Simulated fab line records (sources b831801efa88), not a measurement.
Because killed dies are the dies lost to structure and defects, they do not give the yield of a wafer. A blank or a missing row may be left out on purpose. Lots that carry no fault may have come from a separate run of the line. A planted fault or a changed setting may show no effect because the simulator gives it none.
Which of the tools did it? / flow gf180mcu / 24 wafers from 8 lots sampled at 2 of the route's 602 steps

== WHAT THE GAUGES READ, wafer by wafer ==
GF_DNWELL_TW_MEAS_09. Usual: DNWELL_TW gives 1343 (standard deviation 9.4).
lot=L621; measured=day 2 18:56; on=filmMetro-04; DNWELL_TW=1340 1335 1353; flag=
lot=L622; measured=day 2 23:38; on=filmMetro-03; DNWELL_TW=1340 1339 1338; flag=
lot=L623; measured=day 3 06:45; on=filmMetro-01; DNWELL_TW=1352 1358 1359; flag=
lot=L624; measured=day 3 19:23; on=filmMetro-03; DNWELL_TW=1333 1337 1339; flag=
lot=L625; measured=day 3 19:25; on=filmMetro-01; DNWELL_TW=1351 1353 1349; flag=
lot=L627; measured=day 4 06:35; on=filmMetro-01; DNWELL_TW=1356 1340 1347; flag=
lot=L634; measured=day 5 14:29; on=filmMetro-03; DNWELL_TW=2501 2491 2501; flag=OFF
lot=L635; measured=day 5 22:52; on=filmMetro-01; DNWELL_TW=2525 2530 2527; flag=OFF

== EACH LOT AND THE TOOL THAT RAN IT (in order: tool; ch and the chambers of the sampled wafers; start) ==
lot=L621; GF_DNWELL_IMPLANT_07=implanter-03 ch 0, day 2 18:43
lot=L622; GF_DNWELL_IMPLANT_07=implanter-03 ch 0, day 2 23:24
lot=L623; GF_DNWELL_IMPLANT_07=implanter-02 ch 0, day 3 06:30
lot=L624; GF_DNWELL_IMPLANT_07=implanter-03 ch 0, day 3 19:09
lot=L625; GF_DNWELL_IMPLANT_07=implanter-01 ch 0, day 3 19:10
lot=L627; GF_DNWELL_IMPLANT_07=implanter-01 ch 0, day 4 06:23
lot=L634; GF_DNWELL_IMPLANT_07=implanter-01 ch 0, day 5 14:16
lot=L635; GF_DNWELL_IMPLANT_07=implanter-03 ch 0, day 5 22:38
- GF_DNWELL_IMPLANT_07

== AS READ BY THE TOOLS THEMSELVES (means over the sampled wafers that have a number; for cases with no such wafer, the mark the record gives instead) ==
The record holds no such reading with a usual standard deviation.

== THE ANSWER, worked out from the rows above alone ==
Rule: lot off if the mean of its wafers having a number is beyond 3 standard deviations from the usual mean. A lot without any number at a reading at which 4 lots or more have one is off too. The other lots that the step has rows for count as sound. The gauges are gone through in route order, then the tools' own readings, and for those a lot's mean is taken as printed above. The first step at which some lot is off is used, and at that step the reading that is off furthest; a lot without a number counts as furthest.
Off: L634, L635, seen at GF_DNWELL_TW_MEAS_09 (DNWELL_TW).
If a tool, at a process step before that reading, ran all the lots that are off and no sound lot after the first of them, it fits. The gauges at GF_DNWELL_TW_MEAS_09 are tried like those tools. No candidate that was tried fits.

== WHAT THE SIMULATOR HAD INSERTED ==
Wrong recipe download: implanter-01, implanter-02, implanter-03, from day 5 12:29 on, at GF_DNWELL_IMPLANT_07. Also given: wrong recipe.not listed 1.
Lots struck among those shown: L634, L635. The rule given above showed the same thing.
